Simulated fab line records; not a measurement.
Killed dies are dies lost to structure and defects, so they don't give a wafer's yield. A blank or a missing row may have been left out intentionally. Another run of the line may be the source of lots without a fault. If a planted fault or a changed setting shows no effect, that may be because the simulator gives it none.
2 desks looking at one fault || flow gf180mcu || each desk holds nothing but its own numbers, with what lay behind them at the end

## AT THE TOOL OWNER'S DESK: implanter-03
The tool's own readings at GF_MVPSD_IMPLANT_09: means of the sampled wafers that have a number, for each lot that ran on this tool. Any lot whose mean is over 4 standard deviations away from the usual mean is out of limits and marked OUT; that distance is given in the brackets.
Columns: A = dose ions cm2 at GF_MVPSD_IMPLANT_09, usual 5e+12; B = end station pressure torr at GF_MVPSD_IMPLANT_09, usual 5.05e-06 Torr; C = faraday current uA at GF_MVPSD_IMPLANT_09, usual 28.2
{"lot": "L202", "first seen here": "day 5 12:41", "A": 5e+12, "B": 5.20e-06, "C": 28.4}
{"lot": "L204", "first seen here": "day 6 01:02", "A": 5e+12, "B": 5.23e-06, "C": 28.8}
{"lot": "L206", "first seen here": "day 6 09:52", "A": 5e+12, "B": 4.86e-06, "C": 28.5}
{"lot": "L207", "first seen here": "day 6 16:13", "A": 5e+12, "B": 5.02e-06, "C": 28.0}
{"lot": "L208", "first seen here": "day 7 00:01", "A": 5e+12, "B": 5.14e-06, "C": 28.0}
{"lot": "L211", "first seen here": "day 7 19:49", "A": 5e+12, "B": 4.76e-06, "C": 28.2}
{"lot": "L213", "first seen here": "day 8 04:17", "A": 5e+12, "B": 4.92e-06, "C": 28.2}
{"lot": "L215", "first seen here": "day 8 17:16", "A": "7e+12 (+99 or more) OUT", "B": 4.66e-06, "C": "38.0 (+16) OUT"}
{"lot": "L216", "first seen here": "day 9 01:38", "A": "7e+12 (+99 or more) OUT", "B": 4.93e-06, "C": "37.9 (+16) OUT"}
This desk finds L215, L216 out of limits, L215 being first, at day 8 17:16 (dose ions cm2 at GF_MVPSD_IMPLANT_09). Within limits: L202, L204, L206, L207, L208, L211, L213.

## METROLOGY DESK
What the gauges read, lot by lot, whatever tool the lot ran on: means of the sampled wafers that have a number. Any lot whose mean is over 4 standard deviations away from the usual mean is out of limits and marked OUT; that distance is given in the brackets.
Columns: A = STI_OXIDATION_01_THK at GF_STI_THK_MEAS_22, usual 14.8 nm; B = NWELL_TW at GF_NWELL_TW_MEAS_11, usual 1579; C = MVPSD_RS at GF_VT_IMPLANT_RS_MEAS_49, usual 1169 ohm/sq
{"lot": "L201", "first seen here": "day 2 09:28", "A": 15.0, "B": 1597, "C": 1173}
{"lot": "L202", "first seen here": "day 2 14:34", "A": 14.8, "B": 1579, "C": 1160}
{"lot": "L203", "first seen here": "day 2 19:41", "A": 14.7, "B": 1584, "C": 1168}
{"lot": "L204", "first seen here": "day 3 00:50", "A": 14.9, "B": 1588, "C": 1166}
{"lot": "L206", "first seen here": "day 3 09:46", "A": 15.3, "B": 1580, "C": 1173}
{"lot": "L207", "first seen here": "day 3 15:49", "A": 15.4, "B": 1587, "C": 1167}
{"lot": "L208", "first seen here": "day 3 21:40", "A": 14.9, "B": 1590, "C": 1168}
{"lot": "L211", "first seen here": "day 4 14:11", "A": 14.6, "B": 1546, "C": 1170}
{"lot": "L213", "first seen here": "day 4 22:17", "A": 14.4, "B": 1541, "C": 1168}
{"lot": "L215", "first seen here": "day 5 10:50", "A": 14.8, "B": 1574, "C": "1104 (-19) OUT"}
{"lot": "L216", "first seen here": "day 5 17:22", "A": 14.4, "B": 1600, "C": "1106 (-18) OUT"}
{"lot": "L217", "first seen here": "day 5 18:30", "A": 14.6, "B": 1576, "C": 1170}
{"lot": "L223", "first seen here": "day 7 08:47", "A": 14.7, "B": 1591, "C": 1170}
This desk's result: L215, L216 out of limits, first on L215 (MVPSD_RS at GF_VT_IMPLANT_RS_MEAS_49), day 11 15:42. Within limits: L201, L202, L203, L204, L206, L207, L208, L211, L213, L217, L223.

## TAKEN TOGETHER
An alarm could have come from the tool owner's desk at day 8 17:16, on L215, L216.
The metrology desk could have raised an alarm at day 11 15:42, on L215, L216.
All the named lots went through GF_MVPSD_IMPLANT_09 on implanter-03.

## WHAT WAS PUT IN BY THE SIMULATOR
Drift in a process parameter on implanter-03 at GF_MVPSD_IMPLANT_09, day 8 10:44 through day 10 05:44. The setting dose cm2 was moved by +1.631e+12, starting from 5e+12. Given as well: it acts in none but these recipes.
Shown lots that were struck: L215, L216.
Time in hours from fault onset to the first out-of-limits reading at each desk: tool owner's desk 7, metrology desk 77.
